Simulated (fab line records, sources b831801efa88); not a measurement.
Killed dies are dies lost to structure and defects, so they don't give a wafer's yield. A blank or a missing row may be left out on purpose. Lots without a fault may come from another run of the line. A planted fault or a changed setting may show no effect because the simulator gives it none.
Split-lot experiment | flow sky130 | 5 lots, 23 wafers read, on a route of 708 steps

THE SPLIT
At SKY_SONOS_TUNNEL_COAT_02 (resist thk 1140 nm), the setting resist_thk_nm was moved away from the recipe's 1140 nm on 11 of the 23 wafers read, by -5.0% to +4.8%. The other wafers ran this setting at the recipe's value.

FROM THE SPLIT TO THE READING: what the file shows between them, 4 steps
- SKY_SONOS_TUNNEL_SOFTBAKE_03: time 60 s
- SKY_SONOS_TUNNEL_EXPOSE_04: exposes mask TUNM, target cd 410 nm
- SKY_SONOS_TUNNEL_PEB_05
- SKY_SONOS_TUNNEL_DEVELOP_06: develop time 60 s

THE READING
cd_nm, in nm, at SKY_SONOS_TUNNEL_CD_MEAS_07 (target cd 410 nm). Fault-free wafers of this fab line usually give 409.9 nm, standard deviation 2.2 nm.

wafer  | tool, chamber at the split | resist_thk_nm as run, nm | against the recipe | cd_nm, nm | against lot-mates on the recipe
L076.1 | litho_track-01, 0          | 1140                     | recipe             | 410.4     | -
L076.2 | litho_track-01, 0          | 1140                     | recipe             | 411.0     | -
L076.3 | litho_track-01, 0          | 1159                     | +1.7%              | 407.4     | -3.3
L076.5 | litho_track-01, 0          | 1159                     | +1.7%              | 405.4     | -5.3
L076.6 | litho_track-01, 0          | 1159                     | +1.7%              | 410.7     | +0.0
L080.1 | litho_track-02, 0          | 1083                     | -5.0%              | 416.1     | +5.1
L080.3 | litho_track-02, 0          | 1083                     | -5.0%              | 416.4     | +5.4
L080.4 | litho_track-02, 0          | 1083                     | -5.0%              | 416.6     | +5.6
L080.5 | litho_track-02, 0          | 1140                     | recipe             | 411.0     | -
L080.6 | litho_track-02, 0          | 1140                     | recipe             | 411.0     | -
L082.1 | litho_track-03, 0          | 1140                     | recipe             | 404.6     | -
L082.2 | litho_track-03, 0          | 1191                     | +4.5%              | 402.2     | -3.0
L082.3 | litho_track-03, 0          | 1140                     | recipe             | 405.8     | -
L082.5 | litho_track-03, 0          | 1191                     | +4.5%              | 400.0     | -5.2
L082.6 | litho_track-03, 0          | 1140                     | recipe             | 405.1     | -
L083.4 | litho_track-03, 0          | 1140                     | recipe             | 408.2     | -
L083.5 | litho_track-03, 0          | 1140                     | recipe             | 408.3     | -
L083.6 | litho_track-03, 0          | 1140                     | recipe             | 408.9     | -
L085.2 | litho_track-02, 0          | 1140                     | recipe             | 412.6     | -
L085.3 | litho_track-02, 0          | 1195                     | +4.8%              | 408.9     | -4.4
L085.4 | litho_track-02, 0          | 1195                     | +4.8%              | 409.3     | -3.9
L085.5 | litho_track-02, 0          | 1195                     | +4.8%              | 409.1     | -4.1
L085.6 | litho_track-02, 0          | 1140                     | recipe             | 413.9     | -

THE FIT
A straight line over all 23 wafers: cd_nm changes by -1.02 nm for each +1% of resist_thk_nm; r = -0.69; the points scatter about the line by 3.2 nm.
The same after taking each lot's own level away (the mean of its wafers on the recipe; 23 wafers): -0.991 nm for each +1%; r = -0.94; scatter 1.1 nm.
On that fit, the largest move of resist_thk_nm shifts the reading by 5 nm.
The lots' own levels span 405.17 to 413.25 nm, that is 3.7 times the standard deviation above.
So the lot-to-lot level blurs the effect unless lot-mates are compared.
Check: with one of the wafers moved furthest among these (-5.0%) left out of the fit, the line predicts +4.93 nm for it against its lot-mates. It came out at +5.1 nm against them.

OTHER SPLITS ON THESE WAFERS
These wafers also went through other splits before the reading. Each is held against what the fit with the lots' levels taken away leaves over:
other split on the same wafers                | wafers away from the commonest value | r with cd_nm (lot level and that fit taken away)
SKY_VT_ADJUST_NCORE_DEVELOP_06 develop_time_s | 9                                    | +0.07
SKY_VT_ADJUST_HVTR_COAT_02 resist_thk_nm      | 8                                    | +0.03
SKY_VT_ADJUST_HVTR_STRIP_10 power_w           | 4                                    | +0.00
SKY_VT_ADJUST_PCH_IMPLANT_08 energy_kev       | 10                                   | -0.39

THE WHOLE CHAIN: every reading that the file lists as answering this split, in the file's order
step                        | what it does       | reading                                                                                 | change (the file's fit)               | r (the file's)
SKY_SONOS_TUNNEL_COAT_02    | resist thk 1140 nm | NOVOLAK_of_SONOS_TUNNEL_COAT_02.thk_nm (the simulator's own value, which no gauge read) | +11.2 nm for each +1% of the setting  | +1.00
SKY_SONOS_TUNNEL_DEVELOP_06 | develop time 60 s  | SONOS_TUNNEL.cd_nm (the simulator's own value, which no gauge read)                     | -1.01 nm for each +1% of the setting  | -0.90
SKY_SONOS_TUNNEL_CD_MEAS_07 | target cd 410 nm   | cd_nm                                                                                   | -0.982 nm for each +1% of the setting | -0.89

THE FILE'S OWN FIT
cd_nm changes by -0.982 nm for each +1% of resist_thk_nm, r = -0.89.
